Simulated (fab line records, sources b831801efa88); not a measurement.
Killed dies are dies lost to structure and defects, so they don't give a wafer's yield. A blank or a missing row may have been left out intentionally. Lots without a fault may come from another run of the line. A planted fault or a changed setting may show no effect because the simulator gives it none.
Matching of chambers :: flow sky130 :: SKY_PASSIVATION_CVD_02 on pecvd-01: 3 sister chambers
The step deposits Si3N4, target thk 540 nm. 18 wafers are shown with their chamber, then 9 later ones without.

== EACH WAFER AND ITS CHAMBER ==
wafer: L074.1
chamber: 0
heater power w (W): 660

wafer: L074.2
chamber: 2
heater power w (W): 1022

wafer: L074.3
chamber: 2
heater power w (W): 1076

wafer: L075.2
chamber: 0
heater power w (W): 660

wafer: L075.3
chamber: 0
heater power w (W): 546

wafer: L075.5
chamber: 0
heater power w (W): 579

wafer: L078.4
chamber: 0
heater power w (W): 593

wafer: L078.5
chamber: 2
heater power w (W): 1038

wafer: L078.6
chamber: 1
heater power w (W): 906

wafer: L081.1
chamber: 0
heater power w (W): 635

wafer: L081.5
chamber: 1
heater power w (W): 953

wafer: L081.6
chamber: 0
heater power w (W): 663

wafer: L084.3
chamber: 1
heater power w (W): 984

wafer: L084.5
chamber: 0
heater power w (W): 667

wafer: L084.6
chamber: 1
heater power w (W): 1015

wafer: L083.3
chamber: 2
heater power w (W): 976

wafer: L083.4
chamber: 0
heater power w (W): 608

wafer: L083.5
chamber: 2
heater power w (W): 991

SIGNATURES, as means of the wafers listed above
reading: heater power w
chamber 0: 623.44
chamber 1: 964.50
chamber 2: 1020.60
scatter within a chamber: 43.3
Rule: for a wafer and a chamber, the distance is found by dividing, reading by reading, the gap between the wafer's reading and the chamber's mean by the reading's scatter, squaring, summing and taking the root. If the next closest chamber is less than 2 further off than the closest, the wafer can't be placed; otherwise it belongs to the closest. The scatter: the root of (the sum of the squares of (reading less its chamber's mean) over the shown wafers, divided by (wafers less chambers)).

== WAFERS WHOSE CHAMBER IS MISSING ==
wafer: L085.1
heater power w (W): 979

wafer: L085.2
heater power w (W): 984

wafer: L085.3
heater power w (W): 640

wafer: L085.4
heater power w (W): 982

wafer: L085.5
heater power w (W): 668

wafer: L085.6
heater power w (W): 1005

wafer: L095.1
heater power w (W): 976

wafer: L095.3
heater power w (W): 940

wafer: L095.6
heater power w (W): 630

== EACH ONE'S CHAMBER ==
wafer: L085.1
from the rows above: can't be placed: 1 or 2
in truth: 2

wafer: L085.2
from the rows above: can't be placed: 1 or 2
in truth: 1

wafer: L085.3
from the rows above: 0
in truth: 0

wafer: L085.4
from the rows above: can't be placed: 1 or 2
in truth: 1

wafer: L085.5
from the rows above: 0
in truth: 0

wafer: L085.6
from the rows above: can't be placed: 2 or 1
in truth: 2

wafer: L095.1
from the rows above: can't be placed: 1 or 2
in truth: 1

wafer: L095.3
from the rows above: can't be placed: 1 or 2
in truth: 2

wafer: L095.6
from the rows above: 0
in truth: 0
Correct placement for 3 of the 9. These rows do not allow placing 6 (true chamber among the candidates in 6). Number placed wrongly: 0.
